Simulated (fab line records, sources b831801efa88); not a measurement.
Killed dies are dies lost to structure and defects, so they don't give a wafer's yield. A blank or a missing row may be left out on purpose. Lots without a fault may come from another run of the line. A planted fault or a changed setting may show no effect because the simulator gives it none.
fab line records | flow sky130
record lots=6 wafers=18 last_day=50
route steps=708 shown GATE_OXIDE@187 POLY_GATE@204 RES_PROTECT@206 PAD_OPEN@708
lots that met no fault: from a run of the same line without faults
start_h: hours from the record's first day to the start of the lot's first wafer shown | wait_h: hours since the lot's step before | " the same as in the row above | L1.1+2: a row that stands for several wafers | - no value, or no start given | * or withheld: withheld | < > ~ a bound
route shown NAME@n: a module of which the file shows steps, and the number in the route of the first | usual: mean/standard deviation of fault-free wafers | same: alike in all rows | chamber/n: place in a boat | sites: the reading at each site | _std_site: their standard deviation | _edge_site: outer sites' mean less inner sites' | radius_mm: how far each site lies from the wafer's centre | mask NAME#n: copy n | behind: the tool/chamber that last shaped the wafer | hold: why the lot was held/for how many hours/how that ended | device: the transistor (n, p or np) that didn't switch | end of line: the same wafers' tests at the end of the route | a step without rows: its recipe alone | killed: dies lost to structure and defects at the first sort, not the wafer's yield | map: a wafer's dies, x killed, . not, _ none there
set.NAME: the setting as run; set.NAME@STEP: as run at that earlier step | model.NAME: the simulator's own value behind a step, which no gauge read
lots at some steps of the route; a table a step, a row a wafer
services: from which hour (start_h, from the record's first day; less than 0 if before it) a tool's chamber was out of use, for how many hours, and why
## steps
# step SKY_GATE_OXIDE_CLEAN_00
# recipe chemistry=SC1/SC2 mix=1:4:20 temp_c=70 time_s=150 dry=n2_spin
# step SKY_GATE_OXIDE_OXIDATION_01
# recipe temp_c=900 ambient=O2 stabilise_s=600 purge_s=300 target_thk_a=102.68 ox_time_s=1473
# step SKY_GATE_OXIDE_THK_MEAS_02
# recipe reads=SiO2_of_GATE_OXIDE_OXIDATION_01
# usual GATE_OXIDE_OXIDATION_00_THK=10.14/0.27
# columns lot.wafer tool chamber start_h wait_h GATE_OXIDE_OXIDATION_00_THK[nm]
L595.1 film_metro-04 - 309.60 0.0 10.01
L595.3 " - " " 10.01
L595.6 " - " " 10.04
L601.4 film_metro-02 - 363.76 0.0 10.18
L601.5 " - " " 10.29
L601.6 " - " " 10.19
L602.1 film_metro-03 - 369.32 0.0 10.48
L602.4 " - " " 10.62
L602.5 " - " " 10.67
L607.1 film_metro-02 - 424.39 0.0 10.39
L607.2 " - " " 10.14
L607.4 " - " " 10.36
L612.1 film_metro-02 - 459.90 0.0 10.26
L612.3 " - " " 10.48
L612.6 " - " " 10.46
L613.2 film_metro-04 - 472.85 0.0 10.01
L613.3 " - " " 9.87
L613.4 " - " " 10.20
# step SKY_GATE_OXIDE_DEHYDRATE_03
# recipe temp_c=200 time_s=60
# step SKY_GATE_OXIDE_HMDS_04
# recipe prime_time_s=60 prime_temp_c=120
# step SKY_GATE_OXIDE_COAT_05
# recipe resist=NOVOLAK spin_rpm=3000 resist_thk_nm=1140
# step SKY_GATE_OXIDE_SOFTBAKE_06
# recipe temp_c=90 time_s=60 resist=NOVOLAK
# step SKY_GATE_OXIDE_EXPOSE_07
# recipe mask_id=LVOM na=0.6 source_shape=conventional sigma_outer=0.6 polarization=unpolarized target_cd_nm=600 dose_mj=170
# step SKY_GATE_OXIDE_PEB_08
# recipe temp_c=withheld time_s=* resist=NOVOLAK
# step SKY_GATE_OXIDE_DEVELOP_09
# recipe resist=NOVOLAK developer=TMAH develop_time_s=60 dev_temp_c=23
# step SKY_GATE_OXIDE_OVL_MEAS_10
# usual GATE_OXIDE_OVL=0.4/1.6
# columns lot.wafer tool chamber start_h wait_h GATE_OXIDE_OVL[nm]
L595.1 overlay-01 - 335.87 0.1 0.7
L595.3 " - " " -0.8
L595.6 " - " " -1.7
L601.4 overlay-02 - 392.12 0.1 -1.1
L601.5 " - " " 0.1
L601.6 " - " " -0.9
L602.1 overlay-02 - 397.65 0.1 1.2
L602.4 " - " " 1.8
L602.5 " - " " 0.9
L607.1 overlay-01 - 455.72 0.1 1.2
L607.2 " - " " 1.8
L607.4 " - " " 1.4
L612.1 overlay-01 - 490.19 0.1 1.4
L612.3 " - " " 2.3
L612.6 " - " " 1.3
L613.2 overlay-01 - 503.28 0.1 0.2
L613.3 " - " " -1.0
L613.4 " - " " -0.4
# step SKY_GATE_OXIDE_IMPLANT_11
# recipe species=B energy_kev=10 dose_cm2=2.6e+12 tilt_deg=withheld
# step SKY_GATE_OXIDE_WET_ETCH_12
# recipe chemistry=dHF target_depth_nm=16.8 dry=n2_spin target=SiO2 dilution=100:1 temp_c=25 time_s=336
# columns lot.wafer tool chamber start_h wait_h
L595.1+3+6 wet_bench-02 0 336.06 0.1
L601.4+5+6 wet_bench-02 2 392.28 0.1
L602.1+4+5 wet_bench-02 2 397.83 0.1
L607.1+2+4 wet_bench-03 1 455.91 0.1
L612.1+3+6 wet_bench-01 0 490.38 0.1
L613.2+3+4 wet_bench-03 1 503.46 0.1
# step SKY_GATE_OXIDE_STRIP_13
# recipe chemistry=O2/N2 power_w=1400 pressure_mtorr=1500 platen_temp_c=withheld o2_flow_sccm=3000 n2_flow_sccm=300 overash_fraction=0.5
# usual chamber_pressure_mTorr=1500.1/1.3 drypump_motor_current_A=5.81/0.3 oes_product_au=0.715/0.0046 strip_time_to_endpoint_s=14.16/0.043
# columns lot.wafer tool chamber start_h wait_h chamber_pressure_mTorr drypump_motor_current_A oes_product_au rf_hours_counter_h strip_time_to_endpoint_s
L595.1 plasma_asher-03 1 336.16 0.0 1501.9 5.45 0.712 63 14.15
L595.3 " 0 " " 1500.7 6.01 0.715 - 14.17
L595.6 " 1 " " 1499.7 5.43 0.719 - 14.17
L601.4 plasma_asher-01 0 392.42 0.0 1500.8 6.10 0.719 - 14.21
L601.5 " 0 " " 1500.4 6.09 0.716 - 14.21
L601.6 " 1 " " 1500.5 5.56 0.706 - 14.21
L602.1 plasma_asher-04 0 397.94 0.0 1499.6 6.16 0.723 72 14.12
L602.4 " 1 " " 1500.2 5.55 0.718 - 14.10
L602.5 " 0 " " 1499.1 6.16 0.718 - 14.11
L607.1 plasma_asher-04 1 456.01 0.0 1500.3 5.55 0.722 2 14.15
L607.2 " 0 " " 1499.2 6.16 0.715 2 14.21
L607.4 " 1 " " 1500.5 5.55 0.720 - 14.13
L612.1 plasma_asher-01 0 490.48 0.0 1498.6 6.08 0.708 37 14.15
L612.3 " 0 " " 1500.2 6.09 0.710 - 14.16
L612.6 " 1 " " 1501.1 5.57 0.709 - 14.20
L613.2 plasma_asher-03 1 503.56 0.0 1499.9 5.39 0.716 80 14.23
L613.3 " 0 " " 1499.2 5.96 0.720 - 14.15
L613.4 " 1 " " 1502.8 5.41 0.708 - 14.20
# step SKY_GATE_OXIDE_TW_MEAS_14
# usual GATE_OXIDE_TW=224.3/1.3
# columns lot.wafer tool chamber start_h wait_h GATE_OXIDE_TW
L595.1 film_metro-03 - 336.26 0.1 223.9
L595.3 " - " " 225.0
L595.6 " - " " 225.6
L601.4 film_metro-03 - 392.52 0.1 223.5
L601.5 " - " " 222.2
L601.6 " - " " 223.0
L602.1 film_metro-02 - 398.04 0.1 223.9
L602.4 " - " " 225.0
L602.5 " - " " 225.7
L607.1 film_metro-04 - 456.11 0.1 222.4
L607.2 " - " " 223.7
L607.4 " - " " 223.2
L612.1 film_metro-04 - 490.58 0.1 223.6
L612.3 " - " " 223.2
L612.6 " - " " 224.3
L613.2 film_metro-04 - 503.67 0.1 225.1
L613.3 " - " " 224.1
L613.4 " - " " 224.2
# step SKY_GATE_OXIDE_CLEAN_15
# recipe chemistry=SC1/SC2 mix=1:4:20 temp_c=70 time_s=150 dry=n2_spin
# step SKY_GATE_OXIDE_OXIDATION_16
# recipe temp_c=800 ambient=O2 idle_temp_c=700 ramp_up_c_per_min=10 ramp_down_c_per_min=3 stabilise_s=600 purge_s=300 target_thk_a=35.7 ox_time_s=1915
# step SKY_POLY_GATE_CVD_00
# recipe material=poly-Si target_thk_nm=180 temp_c=620 time_s=720 pressure_mtorr=200
# step SKY_POLY_GATE_THK_MEAS_01
# recipe reads=poly-Si_of_POLY_GATE_CVD_00
# usual POLY_GATE_CVD_00_THK=180.2/1.6
# columns lot.wafer tool chamber start_h wait_h POLY_GATE_CVD_00_THK[nm]
L595.1 film_metro-03 - 339.85 0.0 180.5
L595.3 " - " " 180.3
L595.6 " - " " 181.1
L601.4 film_metro-01 - 395.36 0.0 178.9
L601.5 " - " " 178.5
L601.6 " - " " 179.6
L602.1 film_metro-03 - 401.28 0.0 179.4
L602.4 " - " " 180.3
L602.5 " - " " 179.4
L607.1 film_metro-01 - 458.96 0.0 181.3
L607.2 " - " " 181.0
L607.4 " - " " 181.4
L612.1 film_metro-02 - 494.09 0.0 179.8
L612.3 " - " " 178.1
L612.6 " - " " 178.1
L613.2 film_metro-03 - 506.51 0.0 179.0
L613.3 " - " " 179.0
L613.4 " - " " 179.3
# step SKY_RES_PROTECT_DEHYDRATE_00
# recipe temp_c=200 time_s=60
# step SKY_RES_PROTECT_HMDS_01
# recipe prime_time_s=60 prime_temp_c=120
# step SKY_RES_PROTECT_COAT_02
# recipe resist=NOVOLAK spin_rpm=3000 resist_thk_nm=1140
# step SKY_RES_PROTECT_SOFTBAKE_03
# recipe temp_c=90 time_s=60 resist=NOVOLAK
# step SKY_RES_PROTECT_EXPOSE_04
# recipe mask_id=RPM na=0.6 source_shape=conventional sigma_outer=0.6 polarization=unpolarized target_cd_nm=1270 dose_mj=131
# step SKY_RES_PROTECT_PEB_05
# recipe temp_c=withheld time_s=* resist=NOVOLAK
# step SKY_RES_PROTECT_DEVELOP_06
# recipe resist=NOVOLAK developer=TMAH develop_time_s=60 dev_temp_c=23
# step SKY_POLY_GATE_IMPLANT_02
# recipe species=P energy_kev=30 dose_cm2=7.7e+15 tilt_deg=0
# step SKY_RES_PROTECT_STRIP_07
# recipe chemistry=O2/N2 power_w=1400 pressure_mtorr=1500 platen_temp_c=withheld o2_flow_sccm=3000 n2_flow_sccm=300 overash_fraction=0.5
# usual chamber_pressure_mTorr=1499.9/1.4 drypump_motor_current_A=5.7/0.37 oes_product_au=0.518/0.0043 strip_time_to_endpoint_s=23.29/0.047
# columns lot.wafer tool chamber start_h wait_h chamber_pressure_mTorr drypump_motor_current_A oes_product_au rf_hours_counter_h strip_time_to_endpoint_s
L595.1 plasma_asher-03 1 367.37 0.1 1499.9 5.4 0.518 66 23.31
L595.3 " 1 " " 1500.9 5.4 0.516 - 23.34
L595.6 " 1 " " 1497.5 5.4 0.520 - 23.27
L601.4 plasma_asher-03 0 424.71 0.1 1499.9 6.0 0.506 - 23.32
L601.5 " 0 " " 1500.7 6.0 0.518 - 23.26
L601.6 " 1 " " 1501.8 5.4 0.508 - 23.26
L602.1 plasma_asher-01 1 431.42 0.1 1500.5 5.6 0.523 31 23.29
L602.4 " 1 " " 1501.1 5.6 0.523 - 23.30
L602.5 " 0 " " 1500.5 6.1 0.519 - 23.31
L607.1 plasma_asher-02 0 489.72 0.1 1498.9 5.8 0.521 65 23.34
L607.2 " 1 " " 1501.1 4.9 0.516 65 23.33
L607.4 " 0 " " 1499.1 5.8 0.518 - 23.28
L612.1 plasma_asher-03 1 525.14 0.1 1502.4 5.4 0.514 82 23.33
L612.3 " 0 " " 1498.1 6.0 0.523 - 23.34
L612.6 " 1 " " 1499.1 5.4 0.519 - 23.32
L613.2 plasma_asher-03 1 537.07 0.1 1497.2 5.4 0.520 83 23.29
L613.3 " 1 " " 1500.2 5.4 0.513 - 23.24
L613.4 " 0 " " 1501.7 6.0 0.521 - 23.32
# step SKY_RES_PROTECT_TW_MEAS_08
# usual POLY_GATE_TW=4030/29
# columns lot.wafer tool chamber start_h wait_h POLY_GATE_TW
L595.1 film_metro-04 - 367.47 0.1 3998
L595.3 " - " " 4014
L595.6 " - " " 4000
L601.4 film_metro-01 - 424.80 0.1 3996
L601.5 " - " " 4010
L601.6 " - " " 4010
L602.1 film_metro-02 - 431.52 0.1 4066
L602.4 " - " " 4066
L602.5 " - " " 4062
L607.1 film_metro-02 - 489.82 0.1 4016
L607.2 " - " " 4028
L607.4 " - " " 4034
L612.1 film_metro-04 - 525.24 0.1 4032
L612.3 " - " " 4039
L612.6 " - " " 4015
L613.2 film_metro-02 - 537.18 0.1 4050
L613.3 " - " " 4049
L613.4 " - " " 4057
# step SKY_RES_PROTECT_CLEAN_09
# recipe chemistry=SC1/SC2 mix=1:4:20 temp_c=70 time_s=150 dry=n2_spin
# step SKY_POLY_GATE_CVD_03
# recipe material=Si3N4 precursor=DCS/NH3 target_thk_nm=75 temp_c=770 time_s=1290 pressure_mtorr=250
# step SKY_POLY_GATE_THK_MEAS_04
# recipe reads=Si3N4_of_POLY_GATE_CVD_03
# usual POLY_GATE_CVD_03_THK=74.8/0.7
# columns lot.wafer tool chamber start_h wait_h POLY_GATE_CVD_03_THK[nm]
L595.1 film_metro-01 - 369.62 0.0 73.9
L595.3 " - " " 74.0
L595.6 " - " " 73.9
L601.4 film_metro-02 - 426.41 0.0 75.3
L601.5 " - " " 75.8
L601.6 " - " " 75.6
L602.1 film_metro-01 - 433.93 0.0 74.6
L602.4 " - " " 74.4
L602.5 " - " " 74.5
L607.1 film_metro-03 - 491.34 0.0 73.9
L607.2 " - " " 74.7
L607.4 " - " " 74.4
L612.1 film_metro-03 - 526.71 0.0 76.0
L612.3 " - " " 75.5
L612.6 " - " " 75.8
L613.2 film_metro-01 - 540.22 0.0 74.9
L613.3 " - " " 74.4
L613.4 " - " " 74.8
# step SKY_POLY_GATE_DEHYDRATE_05
# recipe temp_c=200 time_s=60
# step SKY_POLY_GATE_HMDS_06
# recipe prime_time_s=60 prime_temp_c=120
# step SKY_POLY_GATE_COAT_07
# recipe resist=BARC temp_c=withheld time_s=withheld spin_rpm=3000 resist_thk_nm=110
# step SKY_POLY_GATE_COAT_08
# recipe resist=KrF-thick spin_rpm=3000 resist_thk_nm=450
# step SKY_POLY_GATE_SOFTBAKE_09
# recipe temp_c=100 time_s=90 resist=KrF-thick
# step SKY_POLY_GATE_EXPOSE_10
# recipe mask_id=P1M na=0.68 source_shape=conventional sigma_outer=0.6 target_cd_nm=150 dose_mj=28
# step SKY_POLY_GATE_PEB_11
# recipe peb_temp_c=withheld peb_time_s=withheld resist=KrF-thick
# step SKY_POLY_GATE_DEVELOP_12
# recipe develop_time_s=60 resist=KrF-thick dev_temp_c=21
# step SKY_POLY_GATE_CD_MEAS_13
# recipe target_cd_nm=150
# usual cd_nm=150.3/1.4
# columns lot.wafer tool chamber start_h wait_h cd_nm
L595.1 cd_sem-02 - 398.89 - 152.2
L595.3 " - " " 150.8
L595.6 " - " " 151.7
L601.4 cd_sem-01 - 458.38 - 151.4
L601.5 " - " " 152.2
L601.6 " - " " 151.2
L602.1 cd_sem-02 - 465.02 - 152.1
L602.4 " - " " 151.5
L602.5 " - " " 151.9
L607.1 cd_sem-01 - 522.05 - 149.6
L607.2 " - " " 149.2
L607.4 " - " " 149.3
L612.1 cd_sem-01 - 557.35 - 150.3
L612.3 " - " " 152.2
L612.6 " - " " 151.7
L613.2 cd_sem-02 - 569.76 - 150.3
L613.3 " - " " 151.5
L613.4 " - " " 150.1
# step SKY_POLY_GATE_OVL_MEAS_14
# usual POLY_GATE_OVL=1/5.9
# columns lot.wafer tool chamber start_h wait_h POLY_GATE_OVL[nm]
L595.1 overlay-02 - 399.01 0.1 0
L595.3 " - " " -4
L595.6 " - " " -3
L601.4 overlay-02 - 458.46 0.1 7
L601.5 " - " " 7
L601.6 " - " " 11
L602.1 overlay-01 - 465.14 0.1 0
L602.4 " - " " 8
L602.5 " - " " -2
L607.1 overlay-01 - 522.17 0.1 -3
L607.2 " - " " -2
L607.4 " - " " 6
L612.1 overlay-02 - 557.47 0.1 5
L612.3 " - " " 6
L612.6 " - " " 2
L613.2 overlay-01 - 569.87 0.1 -12
L613.3 " - " " -6
L613.4 " - " " -12
# step SKY_PAD_OPEN_PROBE_99
# usual killed_at_M0_to_M3=44/7.3 killed_at_M4_up=3.1/1.6 killed_at_contacts=24/5.4 killed_at_front_end=15/4 killed_at_other=0.2/0.49 killed_dies=86/10 killed_open=48/7.3 killed_short=38/6.3
# same gross_dies=492 killed_at_back_side=0
# columns lot.wafer tool chamber start_h wait_h killed_at_M0_to_M3 killed_at_M4_up killed_at_contacts killed_at_front_end killed_at_other killed_dies killed_open killed_short
L595.1 prober-02 - 1094.31 0.1 45 1 22 20 0 88 50 38
L595.3 prober-02 - 1094.41 0.2 56 4 22 22 1 105 49 56
L595.6 prober-02 - 1094.56 0.2 39 0 19 15 1 74 40 34
L601.4 prober-02 - 1134.78 0.2 35 3 20 64 0 122 43 26
L601.5 prober-02 - 1134.83 0.2 54 4 18 64 0 140 47 41
L601.6 prober-02 - 1134.88 0.2 33 3 20 55 0 111 33 36
L602.1 prober-01 - 1136.60 0.1 43 0 30 69 0 142 51 36
L602.4 prober-01 - 1136.75 0.2 57 0 26 71 0 154 53 45
L602.5 prober-01 - 1136.80 0.2 38 0 20 71 1 130 45 34
L607.1 prober-02 - 1172.54 0.1 38 0 34 19 3 94 55 39
L607.2 prober-02 - 1172.59 0.1 48 3 22 17 0 90 54 36
L607.4 prober-02 - 1172.69 0.2 40 4 36 13 0 93 53 40
L612.1 prober-02 - 1192.05 0.1 53 1 24 11 0 89 51 38
L612.3 prober-02 - 1192.15 0.2 45 2 29 22 1 99 56 43
L612.6 prober-02 - 1192.30 0.2 35 3 28 12 1 79 46 33
L613.2 prober-02 - 1197.67 0.1 32 6 34 17 0 89 52 37
L613.3 prober-02 - 1197.72 0.2 60 2 24 12 0 98 52 46
L613.4 prober-02 - 1197.77 0.2 50 5 35 12 0 102 66 36
# killed by level:class
L595.1 VIA3:geometric_particle:open=12 CONTACT:geometric_particle:open=10 POLY_GATE:geometric_particle:short=7 VIA1:geometric_particle:open=7 METAL1:geometric_particle:short=6 POLY_GATE:geometric_particle:open=5 LI_CONTACT:geometric_particle:open=5 METAL2:geometric_particle:short=5
L595.3 VIA2:geometric_particle:open=13 METAL2:geometric_particle:short=11 LOCAL_INTERCONNECT:geometric_particle:short=8 VIA3:geometric_particle:open=7 CONTACT:geometric_particle:open=7 FIELD_ISO:geometric_particle:short=6 VIA1:geometric_particle:open=6 POLY_GATE:geometric_particle:open=5
L595.6 VIA3:geometric_particle:open=8 CONTACT:geometric_particle:open=7 VIA1:geometric_particle:open=6 METAL2:geometric_particle:short=6 VIA1:geometric_particle:short=5 VIA2:geometric_particle:short=5 FIELD_ISO:geometric_particle:short=4 FIELD_ISO:geometric_particle:open=4
L601.4 GATE_OXIDE:unspecified=53 VIA1:geometric_particle:open=9 VIA3:geometric_particle:open=7 LI_CONTACT:geometric_particle:open=6 VIA2:geometric_particle:open=6 FIELD_ISO:geometric_particle:open=5 LOCAL_INTERCONNECT:geometric_particle:short=5 CONTACT:geometric_particle:open=4
L601.5 GATE_OXIDE:unspecified=52 VIA1:geometric_particle:open=14 CONTACT:geometric_particle:open=11 VIA2:geometric_particle:open=8 METAL1:geometric_particle:short=6 METAL3:geometric_particle:short=6 VIA2:geometric_particle:short=5 VIA1:geometric_particle:short=5
L601.6 GATE_OXIDE:unspecified=42 VIA1:geometric_particle:open=8 CONTACT:geometric_particle:open=6 LI_CONTACT:geometric_particle:open=5 METAL2:geometric_particle:short=5 POLY_GATE:geometric_particle:open=4 METAL1:geometric_particle:short=4 CONTACT:geometric_particle:short=4
L602.1 GATE_OXIDE:unspecified=55 CONTACT:geometric_particle:open=15 METAL1:geometric_particle:short=10 LI_CONTACT:geometric_particle:open=8 VIA1:geometric_particle:open=8 VIA2:geometric_particle:open=8 POLY_GATE:geometric_particle:open=5 POLY_GATE:geometric_particle:short=4
L602.4 GATE_OXIDE:unspecified=56 CONTACT:geometric_particle:open=13 VIA1:geometric_particle:open=10 METAL1:geometric_particle:short=7 VIA3:geometric_particle:open=7 METAL2:geometric_particle:short=6 LI_CONTACT:geometric_particle:open=6 METAL3:geometric_particle:short=6
L602.5 GATE_OXIDE:unspecified=51 VIA1:geometric_particle:open=9 CONTACT:geometric_particle:open=7 VIA2:geometric_particle:open=7 POLY_GATE:geometric_particle:short=5 VIA2:geometric_particle:short=5 FIELD_ISO:geometric_particle:open=4 METAL1:geometric_particle:short=4
L607.1 CONTACT:geometric_particle:open=13 LI_CONTACT:geometric_particle:open=8 VIA1:geometric_particle:open=8 FIELD_ISO:geometric_particle:short=7 METAL2:geometric_particle:short=7 VIA3:geometric_particle:open=6 LOCAL_INTERCONNECT:geometric_particle:short=5 POLY_GATE:geometric_particle:open=4
L607.2 VIA1:geometric_particle:open=12 METAL1:geometric_particle:short=8 CONTACT:geometric_particle:open=8 VIA2:geometric_particle:open=6 LI_CONTACT:geometric_particle:open=6 VIA3:geometric_particle:open=6 POLY_GATE:geometric_particle:open=5 VIA1:geometric_particle:short=5
L607.4 CONTACT:geometric_particle:open=15 VIA1:geometric_particle:open=12 METAL2:geometric_particle:short=8 LI_CONTACT:geometric_particle:open=7 CONTACT:geometric_particle:short=7 LOCAL_INTERCONNECT:geometric_particle:short=5 VIA2:geometric_particle:open=4 FIELD_ISO:geometric_particle:open=3
L612.1 VIA1:geometric_particle:open=18 CONTACT:geometric_particle:open=10 VIA2:geometric_particle:open=8 METAL1:geometric_particle:short=6 CONTACT:geometric_particle:short=5 VIA2:geometric_particle:short=4 VIA3:geometric_particle:open=4 VIA3:geometric_particle:short=4
L612.3 CONTACT:geometric_particle:open=13 VIA1:geometric_particle:open=12 FIELD_ISO:geometric_particle:open=7 POLY_GATE:geometric_particle:short=6 VIA1:geometric_particle:short=6 CONTACT:geometric_particle:short=5 VIA2:geometric_particle:open=5 VIA3:geometric_particle:open=5
L612.6 CONTACT:geometric_particle:open=12 VIA3:geometric_particle:open=10 VIA1:geometric_particle:open=8 CONTACT:geometric_particle:short=7 FIELD_ISO:geometric_particle:open=5 VIA1:geometric_particle:short=4 LOCAL_INTERCONNECT:geometric_particle:short=3 METAL1:geometric_particle:short=3
L613.2 CONTACT:geometric_particle:open=15 LI_CONTACT:geometric_particle:open=10 METAL1:geometric_particle:short=7 VIA1:geometric_particle:open=7 VIA2:geometric_particle:open=6 POLY_GATE:geometric_particle:open=5 LOCAL_INTERCONNECT:geometric_particle:short=5 METAL4:geometric_particle:short=5
L613.3 VIA1:geometric_particle:open=15 CONTACT:geometric_particle:open=11 VIA1:geometric_particle:short=9 METAL1:geometric_particle:short=7 VIA2:geometric_particle:open=6 METAL2:geometric_particle:short=6 POLY_GATE:geometric_particle:short=4 LI_CONTACT:geometric_particle:short=4
L613.4 CONTACT:geometric_particle:open=17 VIA1:geometric_particle:open=15 LI_CONTACT:geometric_particle:open=13 VIA2:geometric_particle:open=7 VIA1:geometric_particle:short=6 VIA3:geometric_particle:open=6 POLY_GATE:geometric_particle:short=4 METAL1:geometric_particle:short=4
# map L601.5 (x killed, . not)
__________..xx..x.x._________
________...x.........._______
______.............x...._____
_____.....x..xxxxx..x....____
____........xxxxxxx..x....___
___........xxxxxxxxx.......__
__x......x.xxxxxxxxxx..x...._
_.......x....xxxxxxxx..x..x..
_......xxxxxxxxxxxx..x....xx.
_.........x.xxxxxxx....xx...x
_........xx....xx.x.......x..
_x..........x.....x....x.....
_x.x.x.x...xx......x...xx....
_...x...........xx.x.........
_..x.x..x...x.....x...x....x.
__xxx...x.x.......x..x.x...._
___.....xxx.....x..x.x.....__
____...xx...xx..xx.x...x..___
_____.......xx.......x..x____
______.................x_____
________.........x...._______
__________x....x...._________
# map L602.4 (x killed, . not)
__________...x.x...._________
________.....xx.xx...._______
______...x.x..x.xx.x...._____
_____.......xxxxxx....x..____
____......x..xxxxxx.x.x..x___
___..x.....xxxxxxxx....x.x.__
__.....x...x.xxxxxxxx....x.._
_..x........xxxxxxx.x........
_.x.x..x....xxxxxxxxx.xx..x..
_....xx...x.xxxxxx.x.x..x.x..
_x..x..x..x...xx..xx...x.....
_x...xx....x.xx.x.xx.xxx.....
_...x....xx.........x....x..x
_..xx....x...........x.....xx
_...x.x.x....x.xxx.......x...
__...x....x.........xx...x.._
___...........x...x........__
____....xx.x.x......x.....___
_____.x...x..xx.x...x..x.____
______.......x..xx...x.._____
________.............._______
__________..xx......_________
## services
# columns tool chamber start_h hours kind
plasma_asher-02 - 339.43 4.0 repair
plasma_asher-04 - 383.22 0.9 repair
plasma_asher-04 - 421.25 9.0 pm
plasma_asher-04 0 421.25 9.0 vent_cycle
plasma_asher-04 1 421.25 9.0 vent_cycle
plasma_asher-04 0 430.25 - clean
plasma_asher-04 1 430.25 - clean
wet_bench-01 - 477.74 0.9 repair
plasma_asher-01 - 495.33 0.6 repair
plasma_asher-03 - 496.51 2.9 repair
plasma_asher-04 - 499.67 12.5 repair
## key
first_sign step=SKY_PAD_OPEN_PROBE_99 reading=killed_at_front_end direction=up sigmas=13 usual=15 struck=66
effect step=SKY_PAD_OPEN_PROBE_99 reading=killed_dies direction=up sigmas=4.7 usual=86 struck=133
met_at SKY_GATE_OXIDE_WET_ETCH_12
struck_wafers L601.4,L601.5,L601.6,L602.1,L602.4,L602.5
tester_left_out L601,L602
onset_between 336.06 392.28
fault kind=chamber_particle_source tool=wet_bench-02 chamber=- onset_h=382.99 steps=SKY_GATE_OXIDE_WET_ETCH_12 rate_per_visit_cm2=0.7327 end_h=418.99
# tester_left_out: of these lots the tester's yield and bins aren't shown, on N5 and GAA mostly nor the transistor test; their killed dies are dies lost to structure and defects alone, not to doping, threshold or leakage, so they don't give the yield
